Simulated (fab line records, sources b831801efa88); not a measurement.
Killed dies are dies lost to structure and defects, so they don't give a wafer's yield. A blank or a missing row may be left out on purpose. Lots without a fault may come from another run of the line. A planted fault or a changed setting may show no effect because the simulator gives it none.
fab line records | flow sky130
record lots=7 wafers=21 last_day=50
route steps=708 shown NWELL@82 PWDE@84 VT_ADJUST_HVTP@85 VT_ADJUST_LVTN@97 PAD_OPEN@708
lots that met no fault: from a run of the same line without faults
start_h: hours from the record's first day to the start of the lot's first wafer shown | wait_h: hours since the lot's step before | " the same as in the row above | L1.1+2: a row that stands for several wafers | - no value, or no start given | * or withheld: withheld | < > ~ a bound
route shown NAME@n: a module of which the file shows steps, and the number in the route of the first | usual: mean/standard deviation of fault-free wafers | same: alike in all rows | chamber/n: place in a boat | sites: the reading at each site | _std_site: their standard deviation | _edge_site: outer sites' mean less inner sites' | radius_mm: how far each site lies from the wafer's centre | mask NAME#n: copy n | behind: the tool/chamber that last shaped the wafer | hold: why the lot was held/for how many hours/how that ended | device: the transistor (n, p or np) that didn't switch | end of line: the same wafers' tests at the end of the route | a step without rows: its recipe alone | killed: dies lost to structure and defects at the first sort, not the wafer's yield | map: a wafer's dies, x killed, . not, _ none there
set.NAME: the setting as run; set.NAME@STEP: as run at that earlier step | model.NAME: the simulator's own value behind a step, which no gauge read
lots at some steps of the route; a table a step, a row a wafer
services: from which hour (start_h, from the record's first day; less than 0 if before it) a tool's chamber was out of use, for how many hours, and why
## steps
# step SKY_NWELL_RS_MEAS_29
# recipe thk_meas_gauge=four-point-probe
# usual NWELL_RS=624.6/1.4
# columns lot.wafer tool chamber start_h wait_h NWELL_RS[ohm/sq]
L575.3 film_metro-01 - 121.19 0.1 622.1
L575.4 " - " " 623.3
L575.6 " - " " 624.4
L576.1 film_metro-01 - 122.40 0.1 627.5
L576.4 " - " " 626.4
L576.6 " - " " 626.3
L580.2 film_metro-03 - 146.96 0.1 624.5
L580.4 " - " " 622.5
L580.6 " - " " 622.6
L584.2 film_metro-01 - 170.90 0.1 624.7
L584.4 " - " " 623.7
L584.6 " - " " 624.6
L585.1 film_metro-03 - 177.70 0.1 623.7
L585.3 " - " " 625.9
L585.6 " - " " 624.6
L595.2 film_metro-04 - 250.95 0.1 623.8
L595.3 " - " " 627.0
L595.4 " - " " 626.2
L596.1 film_metro-01 - 256.66 0.1 625.2
L596.2 " - " " 623.7
L596.6 " - " " 626.0
# step SKY_NWELL_RS_MEAS_31
# recipe thk_meas_gauge=four-point-probe
# usual PWDE_RS=5276/17
# columns lot.wafer tool chamber start_h wait_h PWDE_RS[ohm/sq]
L575.3 film_metro-01 - 121.43 0.1 5267
L575.4 " - " " 5280
L575.6 " - " " 5272
L576.1 film_metro-01 - 122.64 0.1 5261
L576.4 " - " " 5255
L576.6 " - " " 5233
L580.2 film_metro-03 - 147.20 0.1 5270
L580.4 " - " " 5288
L580.6 " - " " 5301
L584.2 film_metro-01 - 171.14 0.1 5258
L584.4 " - " " 5255
L584.6 " - " " 5234
L585.1 film_metro-03 - 177.94 0.1 5274
L585.3 " - " " 5271
L585.6 " - " " 5271
L595.2 film_metro-04 - 251.19 0.1 5284
L595.3 " - " " 5301
L595.4 " - " " 5294
L596.1 film_metro-01 - 256.90 0.1 5290
L596.2 " - " " 5290
L596.6 " - " " 5292
# step SKY_VT_ADJUST_HVTP_DEHYDRATE_00
# recipe temp_c=200 time_s=60
# step SKY_VT_ADJUST_HVTP_HMDS_01
# recipe prime_time_s=60 prime_temp_c=120
# step SKY_VT_ADJUST_HVTP_COAT_02
# recipe resist=NOVOLAK spin_rpm=3000 resist_thk_nm=1140
# step SKY_VT_ADJUST_HVTP_SOFTBAKE_03
# recipe temp_c=90 time_s=60 resist=NOVOLAK
# step SKY_VT_ADJUST_HVTP_EXPOSE_04
# recipe mask_id=HVTPM na=0.6 source_shape=conventional sigma_outer=0.6 polarization=unpolarized target_cd_nm=380 dose_mj=140
# step SKY_VT_ADJUST_HVTP_PEB_05
# recipe temp_c=withheld time_s=* resist=NOVOLAK
# step SKY_VT_ADJUST_HVTP_DEVELOP_06
# recipe resist=NOVOLAK developer=TMAH develop_time_s=60 dev_temp_c=23
# step SKY_VT_ADJUST_HVTP_CD_MEAS_07
# recipe target_cd_nm=380
# usual cd_nm=380.1/2.3
# columns lot.wafer tool chamber start_h wait_h cd_nm
L575.3 cd_sem-02 - 140.58 0.1 380.0
L575.4 " - " " 376.7
L575.6 " - " " 378.7
L576.1 cd_sem-02 - 141.99 0.1 382.7
L576.4 " - " " 379.4
L576.6 " - " " 380.9
L580.2 cd_sem-02 - 166.21 0.1 379.7
L580.4 " - " " 379.8
L580.6 " - " " 379.9
L584.2 cd_sem-01 - 192.46 0.1 384.8
L584.4 " - " " 382.7
L584.6 " - " " 383.3
L585.1 cd_sem-01 - 199.64 0.1 379.4
L585.3 " - " " 382.6
L585.6 " - " " 380.5
L595.2 cd_sem-02 - 275.26 0.1 380.2
L595.3 " - " " 380.9
L595.4 " - " " 378.6
L596.1 cd_sem-01 - 281.43 0.1 387.3
L596.2 " - " " 385.1
L596.6 " - " " 385.5
# step SKY_VT_ADJUST_HVTP_OVL_MEAS_08
# usual VT_ADJUST_HVTP_OVL=-0.9/1.2
# columns lot.wafer tool chamber start_h wait_h VT_ADJUST_HVTP_OVL[nm]
L575.3 overlay-02 - 140.67 0.1 -1.3
L575.4 " - " " -0.9
L575.6 " - " " -0.8
L576.1 overlay-01 - 142.11 0.1 0.1
L576.4 " - " " -0.4
L576.6 " - " " 0.1
L580.2 overlay-01 - 166.32 0.1 0.0
L580.4 " - " " 0.7
L580.6 " - " " 0.6
L584.2 overlay-02 - 192.57 0.1 -2.9
L584.4 " - " " -3.3
L584.6 " - " " -2.8
L585.1 overlay-01 - 199.76 0.1 -2.4
L585.3 " - " " -0.5
L585.6 " - " " -0.4
L595.2 overlay-02 - 275.37 0.1 -2.0
L595.3 " - " " -1.6
L595.4 " - " " -2.6
L596.1 overlay-01 - 281.55 0.1 -0.4
L596.2 " - " " -0.1
L596.6 " - " " -0.8
# step SKY_VT_ADJUST_HVTP_IMPLANT_09
# recipe species=As energy_kev=150 dose_cm2=4.3e+12 tilt_deg=withheld
# usual dose_ions_cm2=4.301e+12/4.5e+09 faraday_current_uA=24.2/0.47
# same implant_ion_amu=75
# columns lot.wafer tool chamber start_h wait_h dose_ions_cm2 faraday_current_uA
L575.3 implanter-03 0 140.75 0.1 4.306e+12 24.7
L575.4 " 0 " " 4.306e+12 24.0
L575.6 " 0 " " 4.293e+12 24.6
L576.1 implanter-02 0 142.15 0.0 4.306e+12 25.1
L576.4 " 0 " " 4.302e+12 24.3
L576.6 " 0 " " 4.301e+12 24.2
L580.2 implanter-03 0 166.37 0.0 3.892e+12 22.1
L580.4 " 0 " " 3.887e+12 21.8
L580.6 " 0 " " 3.892e+12 21.4
L584.2 implanter-03 0 192.62 0.0 3.894e+12 22.2
L584.4 " 0 " " 3.893e+12 21.4
L584.6 " 0 " " 3.897e+12 21.9
L585.1 implanter-03 0 199.80 0.0 3.893e+12 22.0
L585.3 " 0 " " 3.889e+12 22.1
L585.6 " 0 " " 3.891e+12 21.8
L595.2 implanter-04 0 275.42 0.0 4.296e+12 23.7
L595.3 " 0 " " 4.303e+12 24.3
L595.4 " 0 " " 4.295e+12 24.4
L596.1 implanter-02 0 281.59 0.0 4.31e+12 24.2
L596.2 " 0 " " 4.305e+12 24.0
L596.6 " 0 " " 4.294e+12 24.5
# step SKY_VT_ADJUST_HVTP_STRIP_10
# recipe chemistry=O2/N2 power_w=1400 pressure_mtorr=1500 platen_temp_c=withheld o2_flow_sccm=3000 n2_flow_sccm=300 overash_fraction=0.5
# usual drypump_motor_current_A=5.9/0.31 oes_product_au=0.715/0.0045 strip_time_to_endpoint_s=14.19/0.045
# columns lot.wafer tool chamber start_h wait_h drypump_motor_current_A oes_product_au rf_hours_counter_h strip_time_to_endpoint_s
L575.3 plasma_asher-01 0 140.88 0.1 5.8 0.709 - 14.17
L575.4 " 1 " " 5.5 0.714 - 14.17
L575.6 " 0 " " 5.8 0.714 - 14.15
L576.1 plasma_asher-02 1 142.30 0.1 6.3 0.718 34 14.18
L576.4 " 1 " " 6.3 0.726 - 14.20
L576.6 " 1 " " 6.3 0.711 - 14.16
L580.2 plasma_asher-01 0 166.50 0.1 5.8 0.718 47 14.10
L580.4 " 0 " " 5.8 0.718 - 14.14
L580.6 " 1 " " 5.5 0.720 - 14.15
L584.2 plasma_asher-01 0 192.75 0.1 5.8 0.722 50 14.18
L584.4 " 1 " " 5.5 0.723 - 14.17
L584.6 " 0 " " 5.8 0.720 - 14.18
L585.1 plasma_asher-02 1 199.95 0.1 6.3 0.714 39 14.22
L585.3 " 0 " " 6.1 0.718 - 14.19
L585.6 " 0 " " 6.1 0.711 - 14.18
L595.2 plasma_asher-01 0 275.55 0.1 5.8 0.705 59 14.20
L595.3 " 0 " " 5.8 0.718 - 14.19
L595.4 " 1 " " 5.5 0.715 - 14.16
L596.1 plasma_asher-02 0 281.74 0.1 6.1 0.710 48 14.17
L596.2 " 1 " " 6.3 0.711 48 14.19
L596.6 " 1 " " 6.4 0.711 - 14.19
# step SKY_VT_ADJUST_HVTP_TW_MEAS_11
# usual VT_ADJUST_HVTP_TW=1342/7.3
# columns lot.wafer tool chamber start_h wait_h VT_ADJUST_HVTP_TW
L575.3 film_metro-01 - 140.97 0.1 1350
L575.4 " - " " 1352
L575.6 " - " " 1361
L576.1 film_metro-03 - 142.40 0.1 1347
L576.4 " - " " 1345
L576.6 " - " " 1357
L580.2 film_metro-03 - 166.61 0.1 1300
L580.4 " - " " 1298
L580.6 " - " " 1289
L584.2 film_metro-02 - 192.86 0.1 1287
L584.4 " - " " 1285
L584.6 " - " " 1291
L585.1 film_metro-02 - 200.05 0.1 1297
L585.3 " - " " 1292
L585.6 " - " " 1283
L595.2 film_metro-01 - 275.66 0.1 1349
L595.3 " - " " 1351
L595.4 " - " " 1343
L596.1 film_metro-02 - 281.84 0.1 1344
L596.2 " - " " 1344
L596.6 " - " " 1345
# step SKY_VT_ADJUST_LVTN_DEHYDRATE_00
# recipe temp_c=200 time_s=60
# step SKY_PAD_OPEN_PROBE_99
# usual killed_at_M0_to_M3=43/6.8 killed_at_M4_up=3.3/2.1 killed_at_contacts=24/5 killed_at_front_end=15/4.4 killed_at_other=0.3/0.57 killed_dies=86/9.7 killed_open=47/7.3 killed_short=39/6.1
# same gross_dies=492 killed_at_back_side=0
# columns lot.wafer tool chamber start_h wait_h killed_at_M0_to_M3 killed_at_M4_up killed_at_contacts killed_at_front_end killed_at_other killed_dies killed_open killed_short model.etest.tip_p.rs_ohm_sq model.etest.pfet_01v8.drive_ua_um model.etest.pfet_01v8_mvt.drive_ua_um model.etest.pfet_01v8_mvt.off_log10_a_um model.etest.pfet_01v8.off_log10_a_um model.etest.pfet_01v8_hvt.off_log10_a_um model.etest.pfet_01v8_mvt.vt_sat_v model.etest.pfet_01v8.vt_sat_v
L575.3 prober-02 - 1093.77 0.2 41 8 17 15 1 82 37 45 7032 176.6 140.4 -11.84 -11.01 -13.52 -0.6452 -0.6762
L575.4 prober-02 - 1093.82 0.2 40 4 25 16 0 85 45 39 7085 184.6 147.3 -11.52 -10.33 -13.53 -0.6234 -0.6334
L575.6 prober-02 - 1093.92 0.2 35 3 24 18 0 80 41 39 7028 179.2 141.7 -11.57 -10.81 -13.42 -0.6261 -0.6531
L576.1 prober-01 - 1103.21 0.1 39 10 28 24 2 103 52 47 6795 198.8 155.5 -10.18 -9.378 -12.91 -0.5333 -0.5388
L576.4 prober-01 - 1103.36 0.2 53 7 22 12 1 95 49 45 6816 201.4 157.1 -10.37 -9.13 -12.86 -0.5416 -0.5291
L580.2 prober-01 - 1128.82 0.1 43 4 18 12 0 77 35 41 6580 206.8 164.1 -9.264 -8.728 -12.53 -0.4422 -0.4568
L580.4 prober-01 - 1128.92 0.2 42 2 18 18 0 80 42 37 6555 204.3 164.8 -9.161 -8.582 -12.52 -0.4335 -0.4544
L580.6 prober-01 - 1129.02 0.2 39 1 21 7 0 68 43 25 6541 211.6 167.7 -9.149 -8.418 -12.26 -0.4195 -0.4132
L584.2 prober-01 - 1143.43 0.1 45 7 23 8 0 83 39 42 6630 201.6 161.7 -9.449 -8.904 -12.52 -0.4491 -0.4697
L584.4 prober-01 - 1143.53 0.2 48 6 22 8 0 84 40 44 6713 203.6 161.3 -9.254 -8.727 -12.48 -0.4564 -0.4679
L584.6 prober-01 - 1143.63 0.2 46 6 23 14 0 89 46 43 6683 194.8 158.8 -9.32 -8.921 -12.83 -0.4581 -0.5042
L585.1 prober-02 - 1150.95 0.1 44 7 23 27 0 101 56 45 6662 210.6 164.3 -9.643 -8.584 -12.6 -0.4743 -0.4541
L585.3 prober-02 - 1151.05 0.2 45 1 28 15 1 90 47 43 6658 213.7 166.6 -9.439 -8.73 -12.59 -0.4757 -0.451
L585.6 prober-02 - 1151.20 0.2 38 6 21 13 0 78 43 35 6669 213.6 167 -9.489 -8.653 -12.51 -0.4745 -0.4515
L595.2 prober-02 - 1204.08 0.1 47 3 26 17 0 93 46 47 6941 188.3 148.2 -10.83 -10.25 -13.12 -0.5906 -0.6073
L595.3 prober-02 - 1204.13 0.2 43 0 27 10 0 80 36 44 6960 184 149.1 -11.01 -10.4 -13.41 -0.5958 -0.6233
L595.4 prober-02 - 1204.18 0.2 40 1 31 19 0 91 50 41 6918 193.6 150.7 -10.73 -9.506 -12.95 -0.5759 -0.5697
L596.1 prober-01 - 1206.46 0.1 42 2 19 22 0 85 41 43 7012 180.9 145.8 -11.27 -10.74 -13.37 -0.6032 -0.6427
L596.2 prober-01 - 1206.51 0.1 43 1 31 17 0 92 47 43 7069 183.9 146.1 -11.07 -10.22 -13.2 -0.5962 -0.617
L596.6 prober-01 - 1206.71 0.2 38 0 26 21 1 86 47 38 6967 189.8 150.2 -10.91 -9.898 -13.26 -0.5879 -0.592
# killed by level:class
L575.3 CONTACT:geometric_particle:short=9 VIA1:geometric_particle:open=9 FIELD_ISO:geometric_particle:open=6 METAL4:geometric_particle:short=6 METAL3:geometric_particle:short=6 VIA3:geometric_particle:open=6 POLY_GATE:geometric_particle:short=4 CONTACT:geometric_particle:open=4
L575.4 CONTACT:geometric_particle:open=8 VIA1:geometric_particle:open=8 VIA3:geometric_particle:open=8 LI_CONTACT:geometric_particle:open=6 CONTACT:geometric_particle:short=5 METAL1:geometric_particle:short=5 VIA1:geometric_particle:short=5 POLY_GATE:geometric_particle:short=4
L575.6 CONTACT:geometric_particle:open=9 VIA1:geometric_particle:short=7 VIA1:geometric_particle:open=7 FIELD_ISO:geometric_particle:open=6 VIA2:geometric_particle:open=6 LI_CONTACT:geometric_particle:open=5 CONTACT:geometric_particle:short=5 POLY_GATE:geometric_particle:short=4
L576.1 LI_CONTACT:geometric_particle:open=9 CONTACT:geometric_particle:open=8 METAL4:geometric_particle:short=8 POLY_GATE:geometric_particle:open=6 METAL2:geometric_particle:short=6 VIA3:geometric_particle:open=6 CONTACT:geometric_particle:short=6 METAL1:geometric_particle:short=5
L576.4 VIA1:geometric_particle:open=10 VIA3:geometric_particle:open=9 VIA2:geometric_particle:open=8 CONTACT:geometric_particle:open=8 LI_CONTACT:geometric_particle:open=7 VIA2:geometric_particle:short=7 METAL4:geometric_particle:short=6 VIA1:geometric_particle:short=5
L580.2 CONTACT:geometric_particle:open=6 METAL2:geometric_particle:short=6 VIA2:geometric_particle:short=6 VIA3:geometric_particle:open=5 METAL1:geometric_particle:short=5 FIELD_ISO:geometric_particle:open=4 LI_CONTACT:geometric_particle:short=4 LOCAL_INTERCONNECT:geometric_particle:short=4
L580.4 LI_CONTACT:geometric_particle:open=7 VIA1:geometric_particle:open=7 VIA2:geometric_particle:open=7 POLY_GATE:geometric_particle:short=6 VIA3:geometric_particle:open=6 VIA2:geometric_particle:short=6 POLY_GATE:geometric_particle:open=5 METAL1:geometric_particle:short=5
L580.6 CONTACT:geometric_particle:open=11 VIA3:geometric_particle:open=9 VIA2:geometric_particle:open=7 VIA1:geometric_particle:open=6 LOCAL_INTERCONNECT:geometric_particle:short=4 METAL2:geometric_particle:short=4 FIELD_ISO:geometric_particle:open=3 VIA2:geometric_particle:short=3
L584.2 LI_CONTACT:geometric_particle:open=9 CONTACT:geometric_particle:short=9 VIA1:geometric_particle:open=8 METAL2:geometric_particle:short=7 VIA1:geometric_particle:short=6 VIA3:geometric_particle:open=6 VIA2:geometric_particle:open=5 METAL1:geometric_particle:short=4
L584.4 CONTACT:geometric_particle:open=9 VIA1:geometric_particle:open=8 VIA2:geometric_particle:open=8 VIA1:geometric_particle:short=7 METAL2:geometric_particle:short=6 LI_CONTACT:geometric_particle:open=5 METAL4:geometric_particle:short=5 CONTACT:geometric_particle:short=4
L584.6 VIA1:geometric_particle:open=9 LI_CONTACT:geometric_particle:open=7 CONTACT:geometric_particle:open=7 FIELD_ISO:geometric_particle:open=6 METAL4:geometric_particle:short=6 VIA1:geometric_particle:short=5 METAL2:geometric_particle:short=5 METAL3:geometric_particle:short=5
L585.1 CONTACT:geometric_particle:open=12 POLY_GATE:geometric_particle:open=9 FIELD_ISO:geometric_particle:open=7 METAL4:geometric_particle:short=7 VIA1:geometric_particle:open=7 FIELD_ISO:geometric_particle:short=6 METAL1:geometric_particle:short=6 METAL2:geometric_particle:short=6
L585.3 CONTACT:geometric_particle:open=10 METAL2:geometric_particle:short=8 LI_CONTACT:geometric_particle:open=8 VIA3:geometric_particle:open=8 VIA1:geometric_particle:short=7 VIA1:geometric_particle:open=7 LOCAL_INTERCONNECT:geometric_particle:short=5 METAL1:geometric_particle:short=4
L585.6 VIA2:geometric_particle:open=10 CONTACT:geometric_particle:open=9 VIA1:geometric_particle:open=6 FIELD_ISO:geometric_particle:open=5 LI_CONTACT:geometric_particle:open=5 METAL1:geometric_particle:short=4 VIA3:geometric_particle:short=4 POLY_GATE:geometric_particle:open=3
L595.2 CONTACT:geometric_particle:open=8 LI_CONTACT:geometric_particle:open=7 CONTACT:geometric_particle:short=7 VIA1:geometric_particle:open=7 VIA2:geometric_particle:open=7 VIA3:geometric_particle:open=7 POLY_GATE:geometric_particle:short=5 VIA3:geometric_particle:short=5
L595.3 VIA1:geometric_particle:short=9 CONTACT:geometric_particle:short=7 CONTACT:geometric_particle:open=7 LOCAL_INTERCONNECT:geometric_particle:short=6 VIA1:geometric_particle:open=6 VIA2:geometric_particle:open=6 FIELD_ISO:geometric_particle:open=5 LI_CONTACT:geometric_particle:open=5
L595.4 LI_CONTACT:geometric_particle:open=14 VIA2:geometric_particle:short=9 VIA1:geometric_particle:open=8 FIELD_ISO:geometric_particle:open=7 CONTACT:geometric_particle:open=6 CONTACT:geometric_particle:short=5 VIA3:geometric_particle:open=5 METAL2:geometric_particle:short=4
L596.1 VIA3:geometric_particle:open=9 CONTACT:geometric_particle:open=9 METAL1:geometric_particle:short=9 FIELD_ISO:geometric_particle:short=8 VIA1:geometric_particle:open=6 VIA2:geometric_particle:open=6 POLY_GATE:geometric_particle:short=5 POLY_GATE:geometric_particle:open=5
L596.2 CONTACT:geometric_particle:open=13 CONTACT:geometric_particle:short=9 VIA1:geometric_particle:open=8 FIELD_ISO:geometric_particle:short=7 VIA3:geometric_particle:short=6 LI_CONTACT:geometric_particle:open=6 VIA2:geometric_particle:open=6 METAL1:geometric_particle:short=5
L596.6 LI_CONTACT:geometric_particle:open=9 VIA1:geometric_particle:open=9 CONTACT:geometric_particle:open=7 VIA2:geometric_particle:short=6 VIA3:geometric_particle:open=5 METAL1:geometric_particle:short=5 POLY_GATE:geometric_particle:open=4 LOCAL_INTERCONNECT:geometric_particle:short=4
## services
# columns tool chamber start_h hours kind
implanter-04 - 149.99 5.5 repair
implanter-04 - 161.93 5.4 pm
implanter-02 - 215.14 4.4 repair
implanter-04 - 262.56 2.2 repair
## key
first_sign step=SKY_VT_ADJUST_HVTP_IMPLANT_09 reading=dose_ions_cm2 direction=down sigmas=91 usual=* struck=*
effect step=SKY_VT_ADJUST_HVTP_IMPLANT_09 reading=faraday_current_uA direction=down sigmas=5.1 usual=24.2 struck=21.9
effect step=SKY_VT_ADJUST_HVTP_TW_MEAS_11 reading=VT_ADJUST_HVTP_TW direction=down sigmas=7 usual=1342 struck=1291
model_effect step=SKY_PAD_OPEN_PROBE_99 value=etest.tip_p.rs_ohm_sq without=6877 struck=6632
met_at SKY_VT_ADJUST_HVTP_IMPLANT_09
struck_wafers L580.2,L580.4,L580.6,L584.2,L584.4,L584.6,L585.1,L585.3,L585.6
tester_left_out L580,L584,L585
onset_between 140.75 166.37
fault kind=process_parameter_drift tool=implanter-03 chamber=- onset_h=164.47 steps=SKY_VT_ADJUST_HVTP_IMPLANT_09 channel=dose_cm2 offset=* shape=step end_h=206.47 acts_in=* stated=*
# tester_left_out: of these lots the tester's yield and bins aren't shown, on N5 and GAA mostly nor the transistor test; their killed dies are dies lost to structure and defects alone, not to doping, threshold or leakage, so they don't give the yield
